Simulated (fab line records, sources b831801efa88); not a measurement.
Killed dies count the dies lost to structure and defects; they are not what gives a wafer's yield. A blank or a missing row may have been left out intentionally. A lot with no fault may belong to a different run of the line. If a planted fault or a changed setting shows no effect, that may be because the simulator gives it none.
Chamber matching	flow sky130	SKY_VIA2_ETCH_14 on rieDiel-02 has 4 sister chambers
The step etches BARC in N2/H2, stops on SiO2, time 45.9 s, target depth 60 nm. 4 wafers are shown with their chamber, then 7 later ones without.

== WAFERS PAIRED WITH THEIR CHAMBERS ==
wafer	chamber	drypumpMotorCurrentA (A)
L303.1	3	5.5
L303.4	0	5.5
L304.1	1	5.4
L304.2	2	6.2

== WAFERS WITH NO CHAMBER GIVEN ==
wafer	drypumpMotorCurrentA (A)
L304.6	6.2
L308.1	5.5
L308.4	5.5
L308.5	5.4
L311.1	5.5
L311.3	5.3
L311.6	5.4

== EACH ONE'S CHAMBER ==
wafer	from the rows above	in truth
L304.6	2	2
L308.1	can't be placed: 0 or 3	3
L308.4	can't be placed: 0 or 3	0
L308.5	1	1
L311.1	can't be placed: 0 or 3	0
L311.3	1	1
L311.6	1	1
Correctly placed: 4 of 7. Not placeable from these rows: 3 (in 3, the candidates include the true chamber). 0 placed wrongly.
How it was worked out, from the rows above alone: a wafer's distance from a chamber is the root of the sum, over the readings, of the square of ((its reading less the chamber's mean) divided by the reading's scatter). The wafer belongs to the nearest chamber; if the next one is less than 2 further off, it can't be placed. The mean given for a chamber averages the wafers shown for that chamber. The scatter: with one shown wafer a chamber, the root of the mean of the squares of how far each hidden wafer lies from its nearest shown one.
